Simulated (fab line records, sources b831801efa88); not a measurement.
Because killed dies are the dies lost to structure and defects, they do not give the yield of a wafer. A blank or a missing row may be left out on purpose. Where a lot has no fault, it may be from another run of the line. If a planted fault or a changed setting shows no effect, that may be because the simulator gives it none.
fab line records    flow sky130
record: lots: 10  wafers: 30  last-day: 50
route steps=708 shown METAL2@489 CAPM@539 METAL3@569 PAD_OPEN@708
lots with no fault: from the same line, run without faults
start-h: hours from the record's opening day to when the first of the lot's shown wafers began    wait-h: hours from the lot's prior step to this one    " as in the row above    L1.1+2: several wafers, shown together as one row    - no value present, or no start provided    * or withheld: withheld    < > ~ a bound
route shown NAME@n: a module of which the file shows steps, and the number in the route of the first    usual: mean/standard deviation of fault-free wafers    same: alike in all rows    chamber/n: place in a boat    sites: each site's reading    _std_site: how widely they spread, as a standard deviation    _edge_site: mean of outer sites minus mean of inner sites    radius-mm: for every site, how far away it sits from the centre of the wafer    mask NAME#n: copy n    behind: the last tool/chamber to shape the wafer    hold: reason for holding the lot/hours on hold/outcome of the hold    device: transistor that didn't switch, given as n, p or np    end of line: tests of these same wafers at the route's end    where a step has no rows: the recipe by itself    killed: at the first sort, the dies lost to defects and structure; wafer yield is something else    map: a wafer's dies, x killed, . not, _ none there
set.NAME: the setting as run; set.NAME@STEP: as run at that earlier step    model.NAME: the simulator's own value behind a step, which no gauge read
route steps across a sampled set of lots; one table per step, one row per wafer
services: when a tool's chamber went out of use (start-h, in hours from the record's first day, below 0 if earlier), for how many hours, and the reason
== steps ==
step: SKY_METAL2_THK_MEAS_06
recipe: thk-meas-gauge: xrf  reads: AlCu_of_METAL2_SPUTTER_02
usual: METAL2_ALCU_THK: 250.4/2.8
lot.wafer  tool           chamber  start-h  wait-h  METAL2_ALCU_THK[nm]
L634.1     film-metro-01  -        787.92   0.1     247.3
L634.5     "              -        "        "       248.6
L634.6     "              -        "        "       246.5
L636.2     film-metro-01  -        804.97   0.1     252.8
L636.3     "              -        "        "       250.3
L636.4     "              -        "        "       256.6
L637.2     film-metro-04  -        812.66   0.1     248.5
L637.5     "              -        "        "       249.2
L637.6     "              -        "        "       247.8
L638.3     film-metro-04  -        830.47   0.1     246.6
L638.4     "              -        "        "       244.9
L638.6     "              -        "        "       246.3
L647.1     film-metro-01  -        908.90   0.1     250.1
L647.3     "              -        "        "       247.8
L647.5     "              -        "        "       257.5
L649.1     film-metro-04  -        915.72   0.1     254.8
L649.3     "              -        "        "       247.7
L649.5     "              -        "        "       254.0
L651.1     film-metro-03  -        921.74   0.1     255.0
L651.2     "              -        "        "       250.0
L651.6     "              -        "        "       250.9
L654.3     film-metro-03  -        940.86   0.1     253.8
L654.4     "              -        "        "       251.7
L654.5     "              -        "        "       252.0
L656.1     film-metro-01  -        963.57   0.1     253.2
L656.4     "              -        "        "       250.2
L656.6     "              -        "        "       249.6
L657.1     film-metro-04  -        967.04   0.1     252.9
L657.2     "              -        "        "       250.9
L657.4     "              -        "        "       253.3
step: SKY_METAL2_ETCH_18
recipe: chemistry: N2/H2  target: BARC  ion-energy-ev: 200  bias-w: 100  pressure-mtorr: 30  n2-flow-sccm: 100  h2-flow-sccm: 200  icp-w: 500  stop-on: SiO2  time-s: 45.9  target-depth-a: 600
usual: drypump-motor-current-A: 5.9/0.52  oes-product-au: 0.855/0.0049  throttle-valve-pct: 13.225/0.0092
lot.wafer  tool          chamber  start-h  wait-h  drypump-motor-current-A  oes-product-au  rf-hours-counter-h  throttle-valve-pct
L634.1     rie-metal-01  0        813.85   0.0     5.7                      0.858           1                   13.219
L634.5     "             1        "        "       6.4                      0.860           -                   13.218
L634.6     "             0        "        "       5.7                      0.849           -                   13.233
L636.2     rie-metal-04  0        831.70   0.0     5.1                      0.859           9                   13.228
L636.3     "             1        "        "       6.1                      0.855           -                   13.236
L636.4     "             0        "        "       5.1                      0.859           -                   13.233
L637.2     rie-metal-01  1        838.40   0.0     6.4                      0.862           14                  13.224
L637.5     "             0        "        "       5.7                      0.850           -                   13.221
L637.6     "             1        "        "       6.4                      0.855           -                   13.216
L638.3     rie-metal-01  0        856.67   0.0     5.7                      0.854           -                   13.227
L638.4     "             1        "        "       6.3                      0.848           -                   13.237
L638.6     "             0        "        "       5.7                      0.848           -                   13.219
L647.1     rie-metal-04  1        933.06   0.0     6.1                      0.858           1                   13.234
L647.3     "             1        "        "       6.2                      0.850           -                   13.235
L647.5     "             1        "        "       6.1                      0.860           -                   13.228
L649.1     rie-metal-01  1        941.55   0.0     6.3                      0.854           18                  13.222
L649.3     "             1        "        "       6.4                      0.854           -                   13.241
L649.5     "             1        "        "       6.3                      0.855           -                   13.219
L651.1     rie-metal-04  1        947.11   0.0     6.1                      0.853           2                   13.247
L651.2     "             0        "        "       5.1                      0.860           15                  13.225
L651.6     "             0        "        "       5.1                      0.859           -                   13.217
L654.3     rie-metal-03  0        966.37   0.1     5.9                      0.862           -                   13.211
L654.4     "             0        "        "       5.9                      0.846           -                   13.220
L654.5     "             0        "        "       5.9                      0.853           -                   13.233
L656.1     rie-metal-04  1        988.00   0.0     6.1                      0.851           4                   13.238
L656.4     "             1        "        "       6.2                      0.858           -                   13.231
L656.6     "             1        "        "       6.2                      0.851           -                   13.232
L657.1     rie-metal-04  1        990.65   0.0     6.1                      0.857           4                   13.228
L657.2     "             0        "        "       5.1                      0.858           17                  13.221
L657.4     "             1        "        "       6.1                      0.856           -                   13.219
step: SKY_CAPM_SPUTTER_02
recipe: material: TiN  target-thk-nm: 200  temp-c: 300  power-w: 6500  time-s: 166.7  chamber-pressure-pa: 0.4
usual: throttle-valve-pct: 29.8/0.86
lot.wafer  tool            chamber  start-h  wait-h  throttle-valve-pct
L634.1     pvd-sputter-03  -        843.10   0.1     29.1
L634.5     "               -        "        "       30.9
L634.6     "               -        "        "       29.1
L636.2     pvd-sputter-03  -        860.38   0.0     28.9
L636.3     "               -        "        "       31.2
L636.4     "               -        "        "       30.6
L637.2     pvd-sputter-03  -        867.86   0.0     29.2
L637.5     "               -        "        "       30.7
L637.6     "               -        "        "       31.0
L638.3     pvd-sputter-03  -        884.84   0.0     30.9
L638.4     "               -        "        "       30.9
L638.6     "               -        "        "       28.6
L647.1     pvd-sputter-03  -        961.48   0.1     28.9
L647.3     "               -        "        "       30.6
L647.5     "               -        "        "       31.0
L649.1     pvd-sputter-03  -        969.37   0.1     28.9
L649.3     "               -        "        "       28.9
L649.5     "               -        "        "       28.5
L651.1     pvd-sputter-01  -        974.38   0.1     30.2
L651.2     "               -        "        "       28.9
L651.6     "               -        "        "       28.9
L654.3     pvd-sputter-03  -        993.36   0.0     29.3
L654.4     "               -        "        "       30.4
L654.5     "               -        "        "       31.2
L656.1     pvd-sputter-03  -        1014.08  0.1     30.8
L656.4     "               -        "        "       28.9
L656.6     "               -        "        "       28.8
L657.1     pvd-sputter-03  -        1016.89  0.1     28.9
L657.2     "               -        "        "       31.3
L657.4     "               -        "        "       30.7
step: SKY_CAPM_RS_MEAS_03
recipe: thk-meas-gauge: four-point-probe  reads: TiN_of_CAPM_SPUTTER_02
usual: CAPM_TIN_RS: 6.91/0.074
lot.wafer  tool           chamber  start-h  wait-h  CAPM_TIN_RS[ohm/sq]
L634.1     film-metro-01  -        843.21   0.1     6.88
L634.5     "              -        "        "       6.98
L634.6     "              -        "        "       6.92
L636.2     film-metro-04  -        860.51   0.1     6.84
L636.3     "              -        "        "       6.93
L636.4     "              -        "        "       6.95
L637.2     film-metro-01  -        867.99   0.1     6.96
L637.5     "              -        "        "       6.18
L637.6     "              -        "        "       6.20
L638.3     film-metro-02  -        884.99   0.1     6.88
L638.4     "              -        "        "       6.89
L638.6     "              -        "        "       6.08
L647.1     film-metro-04  -        961.59   0.1     6.81
L647.3     "              -        "        "       6.76
L647.5     "              -        "        "       6.84
L649.1     film-metro-02  -        969.48   0.1     6.94
L649.3     "              -        "        "       6.93
L649.5     "              -        "        "       7.02
L651.1     film-metro-01  -        974.49   0.1     6.79
L651.2     "              -        "        "       6.89
L651.6     "              -        "        "       6.80
L654.3     film-metro-04  -        993.51   0.1     6.87
L654.4     "              -        "        "       6.84
L654.5     "              -        "        "       6.92
L656.1     film-metro-04  -        1014.19  0.1     6.93
L656.4     "              -        "        "       6.88
L656.6     "              -        "        "       6.86
L657.1     film-metro-01  -        1017.00  0.1     6.85
L657.2     "              -        "        "       6.85
L657.4     "              -        "        "       6.92
step: SKY_CAPM_THK_MEAS_04
recipe: thk-meas-gauge: xrf  reads: TiN_of_CAPM_SPUTTER_02
usual: CAPM_TIN_THK: 201.6/2.3
lot.wafer  tool           chamber  start-h  wait-h  CAPM_TIN_THK[nm]
L634.1     film-metro-01  -        843.33   0.1     203.4
L634.5     "              -        "        "       200.4
L634.6     "              -        "        "       201.2
L636.2     film-metro-04  -        860.62   0.1     202.0
L636.3     "              -        "        "       199.7
L636.4     "              -        "        "       199.4
L637.2     film-metro-01  -        868.10   0.1     197.8
L637.5     "              -        "        "       222.7
L637.6     "              -        "        "       222.8
L638.3     film-metro-02  -        885.09   0.1     204.0
L638.4     "              -        "        "       203.9
L638.6     "              -        "        "       230.6
L647.1     film-metro-04  -        961.71   0.1     203.9
L647.3     "              -        "        "       205.7
L647.5     "              -        "        "       202.2
L649.1     film-metro-02  -        969.60   0.1     202.9
L649.3     "              -        "        "       203.7
L649.5     "              -        "        "       200.3
L651.1     film-metro-01  -        974.61   0.1     204.1
L651.2     "              -        "        "       201.0
L651.6     "              -        "        "       202.8
L654.3     film-metro-04  -        993.61   0.1     201.2
L654.4     "              -        "        "       201.3
L654.5     "              -        "        "       200.2
L656.1     film-metro-04  -        1014.31  0.1     199.4
L656.4     "              -        "        "       201.1
L656.6     "              -        "        "       202.2
L657.1     film-metro-01  -        1017.12  0.1     202.4
L657.2     "              -        "        "       201.8
L657.4     "              -        "        "       199.5
step: SKY_CAPM_METAL_ETCH_13
recipe: target-depth-nm: 220  stop-on: SiO2  chemistry: Cl2/BCl3  target: TiN  pressure-mtorr: 10  icp-w: 900  bias-w: 48.5  Cl2_flow_sccm: 60  bcl3-flow-sccm: 30  time-s: 62.9
usual: drypump-motor-current-A: 5.9/0.53  mfc-cl2-sccm: 60.00/0.16  oes-product-au: 0.942/0.0074  throttle-valve-pct: 21.903/0.01
lot.wafer  tool          chamber  start-h  wait-h  drypump-motor-current-A  mfc-cl2-sccm  oes-product-au  rf-hours-counter-h  throttle-valve-pct
L634.1     rie-metal-04  1        869.11   0.0     6.1                      60.37         0.951           15                  21.899
L634.5     "             0        "        "       5.1                      59.95         0.932           -                   21.891
L634.6     "             1        "        "       6.1                      60.26         0.941           -                   21.906
L636.2     rie-metal-04  0        886.25   0.0     5.1                      60.16         0.944           11                  21.902
L636.3     "             1        "        "       6.1                      60.12         0.946           -                   21.900
L636.4     "             0        "        "       5.1                      60.05         0.944           -                   21.912
L637.2     rie-metal-03  0        893.35   0.0     5.9                      59.90         0.930           5                   21.897
L637.5     "             0        "        "       5.9                      59.82         0.987           -                   21.882
L637.6     "             1        "        "       6.8                      59.93         0.997           -                   21.869
L638.3     rie-metal-02  1        910.28   0.0     6.4                      59.98         0.951           -                   21.909
L638.4     "             0        "        "       5.8                      60.05         0.947           -                   21.907
L638.6     "             0        "        "       5.8                      60.21         1.002           -                   21.862
L647.1     rie-metal-02  0        984.66   0.0     5.8                      60.16         0.953           4                   21.891
L647.3     "             0        "        "       5.8                      60.10         0.960           -                   21.896
L647.5     "             1        "        "       6.4                      60.05         0.945           -                   21.907
L649.1     rie-metal-03  1        992.80   0.0     6.7                      59.96         0.941           1                   21.894
L649.3     "             1        "        "       6.7                      59.80         0.944           -                   21.904
L649.5     "             1        "        "       6.7                      60.00         0.933           -                   21.905
L651.1     rie-metal-02  1        998.31   0.0     6.4                      60.02         0.954           13                  21.890
L651.2     "             0        "        "       5.8                      60.10         0.946           5                   21.914
L651.6     "             1        "        "       6.4                      59.58         0.956           -                   21.908
L654.3     rie-metal-04  1        1016.28  0.0     6.1                      60.21         0.938           -                   21.905
L654.4     "             0        "        "       5.1                      60.20         0.945           -                   21.896
L654.5     "             1        "        "       6.1                      60.34         0.944           -                   21.896
L656.1     rie-metal-02  0        1036.31  0.0     5.8                      60.22         0.938           7                   21.889
L656.4     "             0        "        "       5.8                      60.29         0.948           -                   21.904
L656.6     "             1        "        "       6.4                      59.99         0.947           -                   21.906
L657.1     rie-metal-03  1        1040.20  0.0     6.7                      60.12         0.951           4                   21.887
L657.2     "             0        "        "       5.9                      59.55         0.949           14                  21.883
L657.4     "             1        "        "       6.8                      59.97         0.943           -                   21.907
step: SKY_METAL3_STRIP_19
recipe: chemistry: O2/N2  power-w: 1400  pressure-mtorr: 1500  platen-temp-c: withheld  o2-flow-sccm: 3000  n2-flow-sccm: 300  overash-fraction: 0.5
usual: drypump-motor-current-A: 5.8/0.75  oes-product-au: 0.504/0.0055  strip-time-to-endpoint-s: 6.59/0.084
lot.wafer  tool             chamber  start-h  wait-h  drypump-motor-current-A  oes-product-au  rf-hours-counter-h  strip-time-to-endpoint-s
L634.1     plasma-asher-03  0        895.92   0.3     4.9                      0.501           15                  6.40
L634.5     "                1        "        "       6.0                      0.494           -                   6.41
L634.6     "                0        "        "       4.9                      0.497           -                   6.39
L636.2     plasma-asher-03  0        912.19   0.1     4.9                      0.498           17                  6.64
L636.3     "                0        "        "       4.9                      0.510           -                   6.64
L636.4     "                1        "        "       6.0                      0.503           -                   6.61
L637.2     plasma-asher-03  0        920.40   0.1     4.9                      0.515           18                  6.60
L637.5     "                0        "        "       4.9                      0.513           -                   6.70
L637.6     "                1        "        "       6.0                      0.510           -                   6.72
L638.3     plasma-asher-04  0        936.53   0.1     6.6                      0.502           -                   6.75
L638.4     "                1        "        "       6.7                      0.513           -                   6.69
L638.6     "                1        "        "       6.7                      0.514           -                   6.71
L647.1     plasma-asher-03  0        1009.35  0.1     4.9                      0.501           26                  6.54
L647.3     "                1        "        "       6.0                      0.512           -                   6.53
L647.5     "                1        "        "       6.0                      0.508           -                   6.55
L649.1     plasma-asher-03  0        1016.67  0.1     4.9                      0.504           27                  6.56
L649.3     "                1        "        "       6.0                      0.505           -                   6.56
L649.5     "                0        "        "       4.9                      0.507           -                   6.58
L651.1     plasma-asher-01  1        1022.17  0.1     6.3                      0.499           89                  6.49
L651.2     "                0        "        "       4.7                      0.501           89                  6.51
L651.6     "                0        "        "       4.7                      0.507           -                   6.60
L654.3     plasma-asher-04  1        1040.68  0.1     6.7                      0.503           -                   6.63
L654.4     "                0        "        "       6.6                      0.505           -                   6.59
L654.5     "                0        "        "       6.6                      0.500           -                   6.59
L656.1     plasma-asher-03  1        1058.99  0.1     6.0                      0.504           32                  6.53
L656.4     "                0        "        "       4.9                      0.496           -                   6.51
L656.6     "                1        "        "       6.0                      0.495           -                   6.49
L657.1     plasma-asher-03  1        1063.29  0.1     6.0                      0.498           32                  6.52
L657.2     "                0        "        "       4.9                      0.498           32                  6.52
L657.4     "                0        "        "       4.9                      0.501           -                   6.54
step: SKY_PAD_OPEN_PROBE_99
usual: defect-limited-yield: 82.5/1.9  killed_at_M0_to_M3: 43/6.7  killed_at_M4_up: 3.2/1.9  killed-at-contacts: 24/5.9  killed-at-front-end: 15/4.1  killed-at-other: 0.3/0.56  killed-dies: 86/9.5  killed-open: 47/7.4  killed-short: 39/5.5
same: gross-dies: 492  killed-at-back-side: 0
lot.wafer  tool       chamber  start-h  wait-h  defect-limited-yield[%]  killed_at_M0_to_M3  killed_at_M4_up  killed-at-contacts  killed-at-front-end  killed-at-other  killed-dies  killed-open  killed-short
L638.3     prober-01  -        1103.13  0.2     80.9                     44                  7                25                  18                   0                94           48           46
L638.4     prober-01  -        1103.18  0.2     81.7                     47                  7                26                  10                   0                90           47           43
L638.6     prober-01  -        1103.28  0.2     79.9                     48                  3                31                  17                   0                99           55           44
L647.1     prober-02  -        1160.89  0.1     82.3                     45                  7                17                  18                   0                87           51           36
L647.3     prober-02  -        1160.99  0.2     79.9                     54                  8                27                  9                    1                99           48           51
L647.5     prober-02  -        1161.09  0.2     86.0                     40                  4                13                  12                   0                69           33           36
L654.3     prober-01  -        1185.04  0.2     83.3                     41                  3                21                  16                   1                82           47           35
L654.4     prober-01  -        1185.09  0.2     83.9                     45                  2                20                  12                   0                79           44           35
L654.5     prober-01  -        1185.14  0.2     83.5                     50                  0                19                  11                   1                81           41           40
L656.1     prober-01  -        1198.79  0.1     85.2                     34                  7                20                  12                   0                73           36           37
L656.4     prober-01  -        1198.94  0.2     82.7                     45                  5                22                  13                   0                85           47           38
L656.6     prober-01  -        1199.04  0.2     87.8                     37                  4                12                  7                    0                60           24           36
killed by level:class
L638.3 VIA1:geometric-particle:open=13 CONTACT:geometric-particle:open=10 VIA2:geometric-particle:short=8 LI_CONTACT:geometric-particle:open=6 METAL4:geometric-particle:short=6 VIA3:geometric-particle:open=5 POLY_GATE:geometric-particle:open=4 POLY_GATE:geometric-particle:short=4
L638.4 VIA1:geometric-particle:open=13 LI_CONTACT:geometric-particle:open=10 CONTACT:geometric-particle:open=7 METAL2:geometric-particle:short=6 VIA2:geometric-particle:short=5 VIA3:geometric-particle:open=5 METAL3:geometric-particle:short=5 POLY_GATE:geometric-particle:short=4
L638.6 CONTACT:geometric-particle:open=10 VIA2:geometric-particle:open=10 CONTACT:geometric-particle:short=9 VIA1:geometric-particle:open=9 LI_CONTACT:geometric-particle:open=8 POLY_GATE:geometric-particle:short=6 METAL2:geometric-particle:short=6 METAL1:geometric-particle:short=5
L647.1 VIA1:geometric-particle:open=13 CONTACT:geometric-particle:open=10 METAL1:geometric-particle:short=8 VIA2:geometric-particle:open=7 METAL4:geometric-particle:short=6 LI_CONTACT:geometric-particle:open=4 FIELD_ISO:geometric-particle:short=3 POLY_GATE:geometric-particle:open=3
L647.3 VIA1:geometric-particle:open=14 CONTACT:geometric-particle:open=10 LI_CONTACT:geometric-particle:open=9 VIA3:geometric-particle:open=8 METAL4:geometric-particle:short=8 METAL1:geometric-particle:short=7 VIA1:geometric-particle:short=6 METAL2:geometric-particle:short=6
L647.5 VIA1:geometric-particle:open=6 CONTACT:geometric-particle:open=5 METAL1:geometric-particle:short=5 VIA2:geometric-particle:short=5 VIA3:geometric-particle:open=5 FIELD_ISO:geometric-particle:short=4 POLY_GATE:geometric-particle:short=4 METAL2:geometric-particle:short=4
L654.3 CONTACT:geometric-particle:open=9 VIA1:geometric-particle:open=9 VIA2:geometric-particle:open=8 VIA1:geometric-particle:short=7 FIELD_ISO:geometric-particle:open=5 LOCAL_INTERCONNECT:geometric-particle:short=5 POLY_GATE:geometric-particle:open=4 CONTACT:geometric-particle:short=4
L654.4 VIA1:geometric-particle:open=10 CONTACT:geometric-particle:open=9 VIA2:geometric-particle:open=7 METAL1:geometric-particle:short=6 VIA3:geometric-particle:open=5 CONTACT:geometric-particle:short=5 METAL2:geometric-particle:short=4 POLY_GATE:geometric-particle:short=3
L654.5 VIA1:geometric-particle:open=12 VIA2:geometric-particle:open=9 CONTACT:geometric-particle:open=7 VIA1:geometric-particle:short=6 METAL1:geometric-particle:short=5 METAL2:geometric-particle:short=5 POLY_GATE:geometric-particle:short=4 LOCAL_INTERCONNECT:geometric-particle:short=4
L656.1 CONTACT:geometric-particle:open=8 VIA3:geometric-particle:open=8 VIA1:geometric-particle:open=6 METAL4:geometric-particle:short=6 FIELD_ISO:geometric-particle:short=5 METAL1:geometric-particle:short=5 LI_CONTACT:geometric-particle:open=4 METAL3:geometric-particle:short=4
L656.4 VIA3:geometric-particle:open=9 VIA1:geometric-particle:open=7 VIA2:geometric-particle:open=7 CONTACT:geometric-particle:open=7 VIA1:geometric-particle:short=6 LI_CONTACT:geometric-particle:short=5 VIA2:geometric-particle:short=5 FIELD_ISO:geometric-particle:open=4
L656.6 VIA1:geometric-particle:open=8 METAL2:geometric-particle:short=8 LI_CONTACT:geometric-particle:open=5 METAL1:geometric-particle:short=4 VIA1:geometric-particle:short=4 VIA2:geometric-particle:open=4 VIA2:geometric-particle:short=3 METAL4:geometric-particle:short=3
== services ==
tool             chamber  start-h  hours  kind
rie-metal-01     -        799.70   0.2    repair
rie-metal-03     -        804.14   2.8    pm
plasma-asher-03  -        805.87   1.7    repair
pvd-sputter-01   -        831.88   1.1    repair
pvd-sputter-03   3        832.63   -      consumable-replace:kit
pvd-sputter-03   3        832.63   18.0   scheduled-down
pvd-sputter-03   3        832.63   18.0   vent-cycle
pvd-sputter-01   -        861.93   0.6    repair
rie-metal-02     0        863.30   -      clean
rie-metal-02     0        863.30   22.1   scheduled-down
rie-metal-02     0        885.90   15.6   repair
rie-metal-04     1        890.54   -      clean
rie-metal-04     1        890.54   16.0   scheduled-down
rie-metal-04     1        890.54   16.0   vent-cycle
pvd-sputter-01   -        895.57   10.5   repair
plasma-asher-04  -        896.18   2.8    pm
plasma-asher-04  -        904.44   11.5   repair
rie-metal-03     -        910.90   0.3    repair
rie-metal-01     1        977.91   5.4    repair
rie-metal-03     1        988.77   2.8    repair
rie-metal-02     1        1005.55  6.0    repair
rie-metal-03     -        1007.54  1.5    repair
pvd-sputter-01   -        1021.68  1.0    repair
plasma-asher-04  -        1055.25  9.0    pm
== key ==
first-sign: step: SKY_CAPM_RS_MEAS_03  reading: CAPM_TIN_RS  direction: down  sigmas: 10  usual: 6.91  struck: 6.15
effect: step: SKY_CAPM_THK_MEAS_04  reading: CAPM_TIN_THK  direction: up  sigmas: 11  usual: 201.6  struck: 225.4
effect: step: SKY_CAPM_METAL_ETCH_13  reading: oes-product-au  direction: up  sigmas: 7.3  usual: 0.942  struck: 0.996
met-at SKY_CAPM_SPUTTER_02
struck-lots L637,L638
struck-wafers L637.5,L637.6,L638.6
not-acting-at SKY_METAL2_THK_MEAS_06,SKY_METAL2_ETCH_18,SKY_METAL3_STRIP_19
onset-between 860.38 867.86
fault: kind: process-parameter-drift  tool: pvd-sputter-03  chamber: -  onset-h: 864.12  steps: SKY_CAPM_SPUTTER_02  channel: target-thk-nm  offset: 25.329  shape: step  end-h: 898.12  scope: struck-wafers-only  acts-in: these-recipes-only  stated: 200
